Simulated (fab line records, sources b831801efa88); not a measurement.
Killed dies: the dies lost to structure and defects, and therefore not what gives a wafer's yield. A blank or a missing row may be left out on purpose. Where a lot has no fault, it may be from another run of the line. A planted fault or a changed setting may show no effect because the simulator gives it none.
fab line records	flow gf180mcu
[record] lots = 12	wafers = 36	lastDay = 34
route steps=602 shown HV_LDD@207 NSD@244 V1@340 M2@364
lots that met no fault: from a run of the same line without faults
startH: hours from the record's first day to the start of the lot's first wafer shown	waitH: hours from the lot's prior step to this one	" same as the row above	L1.1+2: a row that stands for several wafers	- either no value or no given start	* or withheld: withheld	< > ~ a bound
route shown NAME@n: a module of which the file shows steps, and the number in the route of the first	usual: the fault-free wafers' mean and standard deviation	same: alike in all rows	chamber/n: place in a boat	sites: each site's reading	_std_site: their standard deviation	_edge_site: outer sites' mean less inner sites'	radiusMm: for every site, how far away it sits from the centre of the wafer	mask NAME#n: copy n	behind: the most recent tool/chamber to have shaped the wafer	hold: cause of the lot's hold/its duration in hours/its outcome	device: which transistor (n, p or np) failed to switch	end of line: tests of these same wafers at the route's end	for a step that has no rows: nothing shown but its recipe	killed: dies lost to structure and defects at the first sort, not the wafer's yield	map: a wafer's dies, marking killed ones x, the rest . and places with no die _
set.NAME: the run value of the setting; set.NAME@STEP: its run value at that earlier step	model.NAME: the simulator's own value behind a step, which no gauge read
steps of the route over a sample of lots; a table a step, a row a wafer
services: a tool's chamber out of use, with start hour (startH, from the record's first day; less than 0 if before it), hours out, and reason
[[steps]]
[step GF_HV_LDD_CD_MEAS_31]
[recipe] targetCdNm = 400
[usual] cdNm = 400.3/2.1
lot.wafer	tool	chamber	startH	waitH	cdNm
L610.1	cdSem-02	-	248.97	0.1	402.5
L610.3	"	-	"	"	403.4
L610.5	"	-	"	"	402.3
L612.3	cdSem-02	-	262.04	0.1	399.7
L612.5	"	-	"	"	401.5
L612.6	"	-	"	"	402.6
L613.3	cdSem-02	-	270.45	0.3	395.9
L613.4	"	-	"	"	398.0
L613.6	"	-	"	"	397.9
L614.1	cdSem-02	-	283.23	0.1	402.1
L614.2	"	-	"	"	404.1
L614.4	"	-	"	"	403.2
L615.2	cdSem-01	-	287.45	0.1	400.4
L615.3	"	-	"	"	401.9
L615.4	"	-	"	"	399.4
L616.3	cdSem-01	-	297.19	0.1	399.8
L616.4	"	-	"	"	401.9
L616.5	"	-	"	"	400.9
L617.1	cdSem-01	-	306.44	0.2	400.0
L617.3	"	-	"	"	401.8
L617.6	"	-	"	"	399.0
L619.1	cdSem-02	-	334.97	0.1	401.0
L619.3	"	-	"	"	399.7
L619.6	"	-	"	"	400.6
L620.4	cdSem-01	-	337.93	0.1	398.2
L620.5	"	-	"	"	399.7
L620.6	"	-	"	"	398.7
L625.3	cdSem-02	-	367.11	0.1	401.0
L625.4	"	-	"	"	399.0
L625.6	"	-	"	"	400.0
L632.4	cdSem-02	-	425.63	0.1	399.0
L632.5	"	-	"	"	398.7
L632.6	"	-	"	"	400.7
L633.2	cdSem-02	-	433.57	0.1	402.2
L633.3	"	-	"	"	400.5
L633.5	"	-	"	"	401.5
[step GF_NSD_IMPLANT_09]
[recipe] species = As	energyKev = 60	doseCm2 = 4e+15	tiltDeg = 7
[usual] beamEnergyKeV = 59.998/0.019
lot.wafer	tool	chamber	startH	waitH	beamEnergyKeV
L610.1	implanter-02	0	291.53	0.0	59.986
L610.3	"	0	"	"	60.007
L610.5	"	0	"	"	59.991
L612.3	implanter-02	0	306.53	0.1	59.977
L612.5	"	0	"	"	59.959
L612.6	"	0	"	"	59.995
L613.3	implanter-02	0	313.18	0.1	60.012
L613.4	"	0	"	"	60.023
L613.6	"	0	"	"	60.044
L614.1	implanter-04	0	327.87	0.0	60.001
L614.2	"	0	"	"	59.979
L614.4	"	0	"	"	59.971
L615.2	implanter-04	0	331.05	0.0	59.943
L615.3	"	0	"	"	60.005
L615.4	"	0	"	"	60.015
L616.3	implanter-02	0	342.17	0.1	60.011
L616.4	"	0	"	"	59.985
L616.5	"	0	"	"	59.991
L617.1	implanter-01	0	353.73	0.0	59.976
L617.3	"	0	"	"	59.978
L617.6	"	0	"	"	59.987
L619.1	implanter-01	0	382.96	0.0	59.966
L619.3	"	0	"	"	59.984
L619.6	"	0	"	"	59.996
L620.4	implanter-01	0	385.85	0.1	59.188
L620.5	"	0	"	"	59.175
L620.6	"	0	"	"	59.182
L625.3	implanter-01	0	419.32	0.1	59.165
L625.4	"	0	"	"	59.182
L625.6	"	0	"	"	59.184
L632.4	implanter-04	0	479.05	0.1	59.974
L632.5	"	0	"	"	59.982
L632.6	"	0	"	"	60.000
L633.2	implanter-01	0	485.63	0.0	60.001
L633.3	"	0	"	"	60.010
L633.5	"	0	"	"	60.001
[step GF_NSD_STRIP_11]
[recipe] chemistry = O2/N2	powerW = 1400	pressureMtorr = 1500	platenTempC = 250	o2FlowSccm = 3000	n2FlowSccm = 300	overashFraction = 0.5
[usual] drypumpMotorCurrentA = 5.7/0.5	heaterPowerW = 341/27	n2FlowSccm = 299.9/0.91	oesProductAu = 0.489/0.0043	stripTimeToEndpointS = 23.12/0.039
lot.wafer	tool	chamber	startH	waitH	drypumpMotorCurrentA	heaterPowerW	n2FlowSccm	oesProductAu	rfHoursCounterH	stripTimeToEndpointS
L610.1	plasmaAsher-04	0	291.83	0.1	5.7	307	300.4	0.487	66	23.08
L610.3	"	1	"	"	4.7	286	299.3	0.493	-	23.15
L610.5	"	1	"	"	4.8	282	300.8	0.485	-	23.15
L612.3	plasmaAsher-03	0	306.81	0.1	6.2	317	300.7	0.488	-	23.10
L612.5	"	0	"	"	6.1	317	299.8	0.483	-	23.12
L612.6	"	1	"	"	6.2	352	301.6	0.486	-	23.13
L613.3	plasmaAsher-02	1	313.46	0.1	6.1	355	299.5	0.491	-	23.12
L613.4	"	0	"	"	5.2	362	299.7	0.497	-	23.14
L613.6	"	0	"	"	5.2	373	299.0	0.491	-	23.10
L614.1	plasmaAsher-03	1	328.17	0.1	6.2	347	299.7	0.478	57	23.23
L614.2	"	0	"	"	6.2	320	300.4	0.494	57	23.20
L614.4	"	0	"	"	6.1	325	300.6	0.485	-	23.15
L615.2	plasmaAsher-02	1	331.32	0.1	6.1	364	300.2	0.497	22	23.15
L615.3	"	1	"	"	6.1	363	300.2	0.491	-	23.13
L615.4	"	0	"	"	5.2	351	298.5	0.491	-	23.19
L616.3	plasmaAsher-02	0	342.46	0.1	5.2	359	298.2	0.489	-	23.03
L616.4	"	1	"	"	6.0	346	301.2	0.501	-	23.09
L616.5	"	0	"	"	5.2	362	298.8	0.486	-	23.09
L617.1	plasmaAsher-02	1	354.03	0.1	6.1	350	301.4	0.489	24	23.18
L617.3	"	0	"	"	5.2	365	299.9	0.488	-	23.20
L617.6	"	0	"	"	5.2	357	299.8	0.487	-	23.17
L619.1	plasmaAsher-02	0	383.26	0.1	5.2	370	299.3	0.490	27	23.17
L619.3	"	0	"	"	5.2	367	298.9	0.489	-	23.13
L619.6	"	1	"	"	6.1	354	300.7	0.492	-	23.16
L620.4	plasmaAsher-02	0	386.11	0.1	5.2	360	299.7	0.489	-	22.96
L620.5	"	1	"	"	6.1	352	300.8	0.492	-	22.97
L620.6	"	0	"	"	5.2	360	301.1	0.486	-	22.96
L625.3	plasmaAsher-02	1	419.60	0.1	6.1	351	299.9	0.481	-	23.03
L625.4	"	0	"	"	5.2	367	300.3	0.494	-	23.01
L625.6	"	0	"	"	5.2	373	299.1	0.491	-	23.03
L632.4	plasmaAsher-04	1	479.30	0.1	4.8	290	299.5	0.487	-	23.09
L632.5	"	0	"	"	5.7	308	299.6	0.487	-	23.09
L632.6	"	1	"	"	4.8	287	299.6	0.486	-	23.08
L633.2	plasmaAsher-03	0	485.90	0.1	6.2	320	300.7	0.490	71	23.11
L633.3	"	0	"	"	6.2	322	300.6	0.487	-	23.09
L633.5	"	0	"	"	6.2	318	300.9	0.481	-	23.07
[step GF_PSD_RS_MEAS_14]
[recipe] thkMeasGauge = four-point-probe
[usual] NSD_RS = 46.09/0.099
lot.wafer	tool	chamber	startH	waitH	NSD_RS[ohm/sq]
L610.1	filmMetro-01	-	311.92	0.1	45.93
L610.3	"	-	"	"	45.98
L610.5	"	-	"	"	46.02
L612.3	filmMetro-03	-	328.19	0.1	46.13
L612.5	"	-	"	"	46.04
L612.6	"	-	"	"	46.04
L613.3	filmMetro-03	-	334.67	0.1	46.01
L613.4	"	-	"	"	45.97
L613.6	"	-	"	"	45.99
L614.1	filmMetro-04	-	348.85	0.1	46.15
L614.2	"	-	"	"	46.20
L614.4	"	-	"	"	46.22
L615.2	filmMetro-01	-	352.99	0.1	46.03
L615.3	"	-	"	"	46.05
L615.4	"	-	"	"	46.00
L616.3	filmMetro-03	-	365.06	0.1	46.00
L616.4	"	-	"	"	46.05
L616.5	"	-	"	"	46.05
L617.1	filmMetro-03	-	376.42	0.1	45.95
L617.3	"	-	"	"	45.91
L617.6	"	-	"	"	45.95
L619.1	filmMetro-03	-	406.62	0.1	46.02
L619.3	"	-	"	"	46.03
L619.6	"	-	"	"	45.97
L620.4	filmMetro-04	-	409.86	0.1	46.44
L620.5	"	-	"	"	46.54
L620.6	"	-	"	"	46.54
L625.3	filmMetro-01	-	443.51	0.1	46.20
L625.4	"	-	"	"	46.23
L625.6	"	-	"	"	46.17
L632.4	filmMetro-03	-	503.73	0.1	46.20
L632.5	"	-	"	"	46.08
L632.6	"	-	"	"	46.14
L633.2	filmMetro-03	-	510.22	0.1	46.08
L633.3	"	-	"	"	46.10
L633.5	"	-	"	"	46.08
[step GF_V1_BOW_MEAS_05]
[recipe] mode = bow
[usual] V1_BOW = 82/7.3
lot.wafer	tool	chamber	startH	waitH	V1_BOW[um]
L610.1	filmMetro-02	-	381.32	0.1	80
L610.3	"	-	"	"	75
L610.5	"	-	"	"	91
L612.3	filmMetro-02	-	400.21	0.3	83
L612.5	"	-	"	"	78
L612.6	"	-	"	"	75
L613.3	filmMetro-02	-	405.90	0.2	74
L613.4	"	-	"	"	79
L613.6	"	-	"	"	80
L614.1	filmMetro-04	-	426.48	0.1	89
L614.2	"	-	"	"	77
L614.4	"	-	"	"	76
L615.2	filmMetro-02	-	427.03	0.1	76
L615.3	"	-	"	"	81
L615.4	"	-	"	"	83
L616.3	filmMetro-02	-	438.55	0.3	96
L616.4	"	-	"	"	79
L616.5	"	-	"	"	93
L617.1	filmMetro-04	-	451.77	0.2	93
L617.3	"	-	"	"	83
L617.6	"	-	"	"	85
L619.1	filmMetro-02	-	484.85	0.1	90
L619.3	"	-	"	"	81
L619.6	"	-	"	"	79
L620.4	filmMetro-02	-	487.73	0.2	87
L620.5	"	-	"	"	90
L620.6	"	-	"	"	91
L625.3	filmMetro-03	-	519.31	0.3	88
L625.4	"	-	"	"	75
L625.6	"	-	"	"	83
L632.4	filmMetro-02	-	575.89	0.3	81
L632.5	"	-	"	"	86
L632.6	"	-	"	"	66
L633.2	filmMetro-03	-	583.35	0.2	83
L633.3	"	-	"	"	71
L633.5	"	-	"	"	81
[step GF_M2_SPUTTER_02]
[recipe] material = AlCu	targetThkNm = 450	powerW = 10600	timeS = 23.9	chamberPressurePa = 0.4
[usual] throttleValvePct = 29.8/1.3
lot.wafer	tool	chamber	startH	waitH	throttleValvePct
L610.1	pvdSputter-03	-	406.29	0.0	30.4
L610.3	"	-	"	"	27.9
L610.5	"	-	"	"	30.3
L612.3	pvdSputter-01	-	425.39	0.0	30.2
L612.5	"	-	"	"	29.5
L612.6	"	-	"	"	30.4
L613.3	pvdSputter-04	-	431.26	0.0	31.1
L613.4	"	-	"	"	28.7
L613.6	"	-	"	"	31.1
L614.1	pvdSputter-04	-	452.36	0.0	30.3
L614.2	"	-	"	"	31.8
L614.4	"	-	"	"	31.3
L615.2	pvdSputter-01	-	453.47	0.0	29.0
L615.3	"	-	"	"	30.2
L615.4	"	-	"	"	29.4
L616.3	pvdSputter-03	-	464.49	0.0	28.3
L616.4	"	-	"	"	30.0
L616.5	"	-	"	"	30.3
L617.1	pvdSputter-03	-	477.96	0.0	28.0
L617.3	"	-	"	"	30.9
L617.6	"	-	"	"	31.4
L619.1	pvdSputter-01	-	509.49	0.0	29.2
L619.3	"	-	"	"	30.6
L619.6	"	-	"	"	29.2
L620.4	pvdSputter-01	-	512.74	0.0	27.5
L620.5	"	-	"	"	29.0
L620.6	"	-	"	"	27.4
L625.3	pvdSputter-04	-	544.04	0.0	32.2
L625.4	"	-	"	"	28.7
L625.6	"	-	"	"	31.2
L632.4	pvdSputter-03	-	599.23	0.0	31.0
L632.5	"	-	"	"	31.2
L632.6	"	-	"	"	27.9
L633.2	pvdSputter-03	-	606.71	0.0	28.2
L633.3	"	-	"	"	29.9
L633.5	"	-	"	"	29.7
[[services]]
tool	chamber	startH	hours	kind
implanter-01	-	272.76	3.1	pm
implanter-04	-	278.01	2.2	repair
pvdSputter-01	-	280.94	1.2	repair
implanter-01	-	286.15	2.5	repair
pvdSputter-04	-	298.21	4.3	repair
implanter-04	-	321.74	1.2	repair
pvdSputter-04	-	349.70	9.8	repair
implanter-01	-	354.85	6.7	repair
implanter-02	-	362.98	2.7	repair
implanter-04	-	370.98	3.0	pm
plasmaAsher-03	-	374.65	22.8	repair
plasmaAsher-02	-	390.18	0.9	repair
plasmaAsher-03	-	391.33	1.6	repair
pvdSputter-04	-	393.93	2.9	repair
implanter-02	-	395.38	6.4	repair
implanter-02	-	421.11	5.0	pm
pvdSputter-04	-	434.80	4.6	repair
plasmaAsher-03	-	447.28	5.6	repair
pvdSputter-01	-	451.92	1.4	repair
implanter-02	-	465.88	93.7	pm
plasmaAsher-02	-	502.24	1.9	repair
plasmaAsher-02	-	536.55	1.1	repair
pvdSputter-03	-	561.38	0.7	repair
implanter-02	-	600.28	3.6	repair
[[key]]
[firstSign] step = GF_NSD_IMPLANT_09	reading = beamEnergyKeV	direction = down	sigmas = 44	usual = 59.998	struck = 59.179
[effect] step = GF_NSD_STRIP_11	reading = stripTimeToEndpointS	direction = down	sigmas = 3.3	usual = *	struck = *
[effect] step = GF_PSD_RS_MEAS_14	reading = NSD_RS	direction = up	sigmas = 2.6	usual = 46.09	struck = 46.35
metAt GF_NSD_IMPLANT_09
struckLots L620,L625
testerLeftOut L620,L625
notActingAt GF_HV_LDD_CD_MEAS_31,GF_V1_BOW_MEAS_05,GF_M2_SPUTTER_02
onsetBetween 382.96 385.85
[fault] kind = processParameterDrift	tool = implanter-01	chamber = -	onsetH = 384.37	steps = GF_NSD_IMPLANT_09	channel = energyKev	offset = -0.82305	shape = step	endH = 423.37	actsIn = theseRecipesOnly	stated = 60
// testerLeftOut: of these lots the tester's yield and bins aren't shown, on N5 and GAA mostly nor the transistor test; their killed dies are dies lost to structure and defects alone, not to doping, threshold or leakage, so they don't give the yield
